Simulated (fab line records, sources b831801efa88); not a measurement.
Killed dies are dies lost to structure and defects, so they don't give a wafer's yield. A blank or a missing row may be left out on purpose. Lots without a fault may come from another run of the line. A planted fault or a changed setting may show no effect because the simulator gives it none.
A struck lot beside a sound one | flow gf180mcu | 18 steps out of a route of 602
Sound: wafers L675.1, L675.3, L675.5. Struck: wafer L690.3. (L690.4, L690.6 of the same lot were not struck and are left out.) The cause comes at the end.
At each step with rows: each side's tool, then ch and its chambers, then its first start. Under that, the readings that differ: sound wafers | struck wafers | difference of the means | sigmas: that difference in standard deviations of wafers without a fault.
alike: readings whose means differ by less than 2 such deviations, and words and numbers that are the same on both sides. not compared: withheld readings, readings that some wafer has no value for, bounds like >300 that may hide the same value, and numbers for which the record gives no deviation and whose values overlap.
The two part at a step that has a row with sigmas, a row that says differs or no value, or rows on one side only. Numbers that don't overlap but have no deviation are shown without sigmas and don't part them. A reading that every wafer of one side lacks parts them only if that side has two wafers or more.

first, 3 steps without rows for these wafers: GF_V3_EXPOSE_11 (exposes mask Via3, target cd 260 nm); GF_V3_PEB_12 (peb time 90 s); GF_V3_DEVELOP_13 (develop time 60 s).
GF_V3_CD_MEAS_14: target cd 260 nm.
  sound on cd_sem-02, day 22 09:35; struck on cd_sem-01, day 27 17:08
  alike: cd_nm
GF_V3_OVL_MEAS_15:
  sound on overlay-02, day 22 09:43; struck on overlay-01, day 27 17:13
  alike: V3_OVL
GF_V3_ETCH_16: etches BARC in N2/H2.
  sound on rie_diel-02 ch 1,2, day 22 09:45; struck on rie_diel-04 ch 3, day 27 17:14
  reading                | sound                | struck | difference | sigmas
  throttle_valve_pct (%) | 13.233 13.233 13.228 | 13.207 | -0.024     | -2
  alike: drypump_motor_current_A, oes_product_au
GF_V3_ETCH_17: etches SiO2 in C4F8/O2/Ar, stops on TiN, target depth 635 nm.
  sound on rie_diel-02 ch 1,2; struck on rie_diel-04 ch 3
  alike: oes_product_au
then, 3 steps without rows for these wafers: GF_V3_STRIP_18 (strips in O2/N2); GF_V3_STRIP_19 (strips in post etch residue remover, time 1200 s); GF_V3_CLEAN_20 (cleans in DIW).
GF_V3_SPUTTER_21: material Ti, target thk 15 nm, time 80.02 s.
  sound on pvd_sputter-01, day 22 10:25; struck on pvd_sputter-01, day 27 17:55
  alike: cathode_dc_power_W, throttle_valve_pct
GF_V3_SPUTTER_22: material TiN, target thk 10 nm, time 40 s.
  sound on pvd_sputter-01, day 22 10:28; struck on pvd_sputter-01, day 27 17:59
  alike: cathode_dc_power_W, throttle_valve_pct
GF_V3_CVD_23: deposits W, target thk 350 nm, time 104.9 s.
  sound on cvd_w-01 ch 1, day 22 10:31; struck on cvd_w-01 ch 1, day 27 18:03
  reading                          | sound             | struck | difference | sigmas
  model.W_of_V3_CVD_23.thk_nm (nm) | 350.1 350.8 347.7 | 160.5  | -189.0     |
  alike: heater_power_w, susceptor_temp_C
GF_V3_RS_MEAS_24: measures by four-point-probe.
  sound on film_metro-01, day 22 10:37; struck on film_metro-01, day 27 18:10
  reading          | sound             | struck | difference | sigmas
  V3_W_RS (ohm/sq) | 0.327 0.326 0.329 | 0.722  | +0.395     | +99 or more
GF_V3_THK_MEAS_25: measures by xrf.
  sound on film_metro-01, day 22 10:44; struck on film_metro-01, day 27 18:16
  reading       | sound       | struck | difference | sigmas
  V3_W_THK (nm) | 337 338 335 | 159    | -178       | -38
GF_V3_CMP_26: polishes, stops on SiO2, t overpolish 15 s, target thk 0 nm.
  sound on cmp-02 ch 1,2,3, day 22 10:51; struck on cmp-01 ch 0, day 27 18:20
  reading                | sound    | struck | difference | sigmas
  time_to_endpoint_s (s) | 80 91 84 | 35     | -50        | -13
  alike: motor_current_A
GF_M4_SPUTTER_00: material Ti, target thk 37.5 nm, time 150 s.
  sound on pvd_sputter-02, day 22 11:06; struck on pvd_sputter-03, day 27 18:38
  reading                | sound          | struck | difference | sigmas
  throttle_valve_pct (%) | 29.5 29.5 29.6 | 30.9   | +1.4       | +3
  alike: cathode_dc_power_W
then, 1 step without rows for these wafers: GF_PASSIVATION_PROBE_99.

WHERE THEY PART
First at GF_V3_ETCH_16; last, within this record, at GF_M4_SPUTTER_00.

WHY: what the simulator had put in
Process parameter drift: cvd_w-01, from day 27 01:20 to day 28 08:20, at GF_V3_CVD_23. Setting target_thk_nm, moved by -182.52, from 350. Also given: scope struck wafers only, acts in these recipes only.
